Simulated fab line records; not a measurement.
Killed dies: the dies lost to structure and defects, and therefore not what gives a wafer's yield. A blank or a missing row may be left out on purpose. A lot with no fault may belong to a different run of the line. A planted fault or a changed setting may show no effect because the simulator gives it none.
Chamber matching || flow gf180mcu || GF_CONTACT_CMP_04 on cmp-02: 4 sister chambers
The step polishes SiO2. 14 wafers are shown with their chamber, then 7 later ones without.

== WAFERS WITH THEIR CHAMBER ==
{"wafer": "L262.4", "chamber": 1, "motor current A (A)": 12.6, "slurry flow ml min": 149.5, "time to endpoint s (s)": 106}
{"wafer": "L262.5", "chamber": 1, "motor current A (A)": 11.9, "slurry flow ml min": 149.2, "time to endpoint s (s)": 109}
{"wafer": "L262.6", "chamber": 2, "motor current A (A)": 10.5, "slurry flow ml min": 150.4, "time to endpoint s (s)": 107}
{"wafer": "L268.1", "chamber": 1, "motor current A (A)": 12.7, "slurry flow ml min": 149.7, "time to endpoint s (s)": 112}
{"wafer": "L268.2", "chamber": 0, "motor current A (A)": 11.6, "slurry flow ml min": 150.7, "time to endpoint s (s)": 108}
{"wafer": "L268.3", "chamber": 2, "motor current A (A)": 10.9, "slurry flow ml min": 150.5, "time to endpoint s (s)": 110}
{"wafer": "L269.3", "chamber": 0, "motor current A (A)": 11.4, "slurry flow ml min": 150.7, "time to endpoint s (s)": 108}
{"wafer": "L269.4", "chamber": 3, "motor current A (A)": 11.8, "slurry flow ml min": 150.4, "time to endpoint s (s)": 112}
{"wafer": "L269.6", "chamber": 1, "motor current A (A)": 11.9, "slurry flow ml min": 149.5, "time to endpoint s (s)": 117}
{"wafer": "L270.2", "chamber": 1, "motor current A (A)": 12.0, "slurry flow ml min": 151.1, "time to endpoint s (s)": 111}
{"wafer": "L270.4", "chamber": 2, "motor current A (A)": 10.7, "slurry flow ml min": 150.1, "time to endpoint s (s)": 112}
{"wafer": "L270.6", "chamber": 1, "motor current A (A)": 12.1, "slurry flow ml min": 150.1, "time to endpoint s (s)": 116}
{"wafer": "L278.3", "chamber": 2, "motor current A (A)": 10.6, "slurry flow ml min": 149.7, "time to endpoint s (s)": 112}
{"wafer": "L278.5", "chamber": 1, "motor current A (A)": 12.9, "slurry flow ml min": 150.5, "time to endpoint s (s)": 119}

SIGNATURES, as means of the wafers listed above
{"reading": "motor current A", "chamber 0": 11.500, "chamber 1": 12.300, "chamber 2": 10.675, "chamber 3": 11.800, "scatter within a chamber": 0.342}
{"reading": "slurry flow ml min", "chamber 0": 150.700, "chamber 1": 149.943, "chamber 2": 150.175, "chamber 3": 150.400, "scatter within a chamber": 0.554}
{"reading": "time to endpoint s", "chamber 0": 108.00, "chamber 1": 112.86, "chamber 2": 110.25, "chamber 3": 112.00, "scatter within a chamber": 3.84}
Rule: for each reading, subtract the chamber's mean from the wafer's reading, divide by that reading's scatter and square the result; add these up over the readings and take the root, which gives the wafer's distance from the chamber. The wafer belongs to the nearest chamber; if the next one is less than 2 further off, it can't be placed. The scatter: take each reading less its chamber's mean, square it, sum over the shown wafers, divide by the number of wafers less the number of chambers, and take the root.

== WAFERS WHOSE CHAMBER IS MISSING ==
{"wafer": "L278.6", "motor current A (A)": 11.9, "slurry flow ml min": 149.4, "time to endpoint s (s)": 111}
{"wafer": "L279.1", "motor current A (A)": 11.7, "slurry flow ml min": 149.4, "time to endpoint s (s)": 103}
{"wafer": "L279.2", "motor current A (A)": 11.7, "slurry flow ml min": 150.1, "time to endpoint s (s)": 96}
{"wafer": "L279.6", "motor current A (A)": 11.8, "slurry flow ml min": 149.8, "time to endpoint s (s)": 106}
{"wafer": "L280.1", "motor current A (A)": 11.4, "slurry flow ml min": 149.4, "time to endpoint s (s)": 106}
{"wafer": "L280.2", "motor current A (A)": 11.9, "slurry flow ml min": 150.0, "time to endpoint s (s)": 100}
{"wafer": "L280.4", "motor current A (A)": 10.7, "slurry flow ml min": 149.0, "time to endpoint s (s)": 111}

== CHAMBER TAKEN BY EACH ==
{"wafer": "L278.6", "from the rows above": "can't be placed: 1 or 3 or 0", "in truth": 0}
{"wafer": "L279.1", "from the rows above": "can't be placed: 0 or 3 or 1 or 2", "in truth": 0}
{"wafer": "L279.2", "from the rows above": "can't be placed: 0 or 3 or 1 or 2", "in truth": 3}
{"wafer": "L279.6", "from the rows above": "can't be placed: 3 or 0 or 1 or 2", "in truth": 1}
{"wafer": "L280.1", "from the rows above": "can't be placed: 0 or 3 or 2 or 1", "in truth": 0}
{"wafer": "L280.2", "from the rows above": "can't be placed: 0 or 3 or 1 or 2", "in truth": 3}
{"wafer": "L280.4", "from the rows above": "can't be placed: 2 or 0 or 3", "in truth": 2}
Correctly placed: 0 of 7. From these rows, 7 cannot be placed; in 7 the true chamber is one of the candidates. Placed wrongly: 0.
